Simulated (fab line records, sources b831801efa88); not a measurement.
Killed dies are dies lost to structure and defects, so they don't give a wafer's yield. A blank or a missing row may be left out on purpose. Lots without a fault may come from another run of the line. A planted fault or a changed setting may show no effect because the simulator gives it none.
A struck lot beside a sound one | flow gf180mcu | 17 steps out of a route of 602
Sound: wafers L708.2, L708.4, L708.6. Struck: wafers L727.1, L727.2, L727.6. The cause comes at the end.
At each step with rows: each side's tool, then ch and its chambers, then its first start. Under that, the readings that differ: sound wafers | struck wafers | difference of the means | sigmas: that difference in standard deviations of wafers without a fault.
alike: readings whose means differ by less than 2 such deviations, and words and numbers that are the same on both sides. not compared: withheld readings, readings that some wafer has no value for, bounds like >300 that may hide the same value, and numbers for which the record gives no deviation and whose values overlap.
The two part at a step that has a row with sigmas, a row that says differs or no value, or rows on one side only. Numbers that don't overlap but have no deviation are shown without sigmas and don't part them. A reading that every wafer of one side lacks parts them only if that side has two wafers or more.

first, 2 steps without rows for these wafers: GF_CONTACT_PEB_12 (peb time 90 s); GF_CONTACT_DEVELOP_13 (develop time 60 s).
GF_CONTACT_CD_MEAS_14: target cd 220 nm.
  sound on cd_sem-01, day 16 11:19; struck on cd_sem-01, day 23 00:22
  alike: cd_nm
GF_CONTACT_OVL_MEAS_15:
  sound on overlay-01, day 16 11:25; struck on overlay-02, day 23 00:29
  alike: CONTACT_OVL
GF_CONTACT_ETCH_16: etches BARC in N2/H2.
  sound on rie_diel-02 ch 0,2, day 16 11:27; struck on rie_diel-01 ch 0,3, day 23 00:32
  alike: drypump_motor_current_A, oes_product_au, throttle_valve_pct
GF_CONTACT_ETCH_17: etches SiO2 in C4F8/O2/Ar, stops on CoSi2, target depth 860 nm.
  sound on rie_diel-02 ch 0,2; struck on rie_diel-01 ch 0,3
  alike: oes_product_au
then, 4 steps without rows for these wafers: GF_CONTACT_STRIP_18 (strips in O2/N2); GF_CONTACT_CLEAN_19 (cleans in SPM); GF_CONTACT_CLEAN_20 (cleans in DIW); GF_CONTACT_CLEAN_21 (cleans in dHF, time 20 s).
GF_CONTACT_SPUTTER_22: material Ti, target thk 15 nm, time 80.02 s.
  sound on pvd_sputter-02, day 16 12:00; struck on pvd_sputter-03, day 23 01:05
  alike: cathode_dc_power_W, throttle_valve_pct
GF_CONTACT_SPUTTER_23: material TiN, target thk 10 nm, time 40 s.
  sound on pvd_sputter-02, day 16 12:04; struck on pvd_sputter-03, day 23 01:08
  alike: cathode_dc_power_W, throttle_valve_pct
GF_CONTACT_CVD_24: deposits W, target thk 300 nm, time 90.339 s.
  sound on cvd_w-01 ch 0,1, day 16 12:06; struck on cvd_w-01 ch 0, day 23 01:11
  alike: heater_power_w, susceptor_temp_C
GF_CONTACT_RS_MEAS_25: measures by four-point-probe.
  sound on film_metro-04, day 16 12:13; struck on film_metro-04, day 23 01:23
  reading               | sound             | struck            | difference | sigmas
  CONTACT_W_RS (ohm/sq) | 0.383 0.381 0.387 | 0.573 0.571 0.563 | +0.185     | +49
GF_CONTACT_THK_MEAS_26: measures by xrf.
  sound on film_metro-04, day 16 12:20; struck on film_metro-04, day 23 01:30
  reading            | sound       | struck      | difference | sigmas
  CONTACT_W_THK (nm) | 306 306 302 | 230 230 232 | -74        | -22
GF_CONTACT_CMP_27: polishes, stops on SiO2, t overpolish 15 s, target thk 0 nm.
  sound on cmp-02 ch 0,3, day 16 12:23; struck on cmp-02 ch 1,2, day 23 01:34
  reading                | sound    | struck   | difference | sigmas
  time_to_endpoint_s (s) | 64 68 65 | 79 75 74 | +10        | +2
  alike: motor_current_A, overpolish_run_s
GF_PASSIVATION_PROBE_99:
  the record has rows for the sound wafers here (prober-02, day 29 11:32) and none for the struck ones

WHERE THEY PART
First at GF_CONTACT_RS_MEAS_25; last, within this record, at GF_PASSIVATION_PROBE_99.

WHY: what the simulator had put in
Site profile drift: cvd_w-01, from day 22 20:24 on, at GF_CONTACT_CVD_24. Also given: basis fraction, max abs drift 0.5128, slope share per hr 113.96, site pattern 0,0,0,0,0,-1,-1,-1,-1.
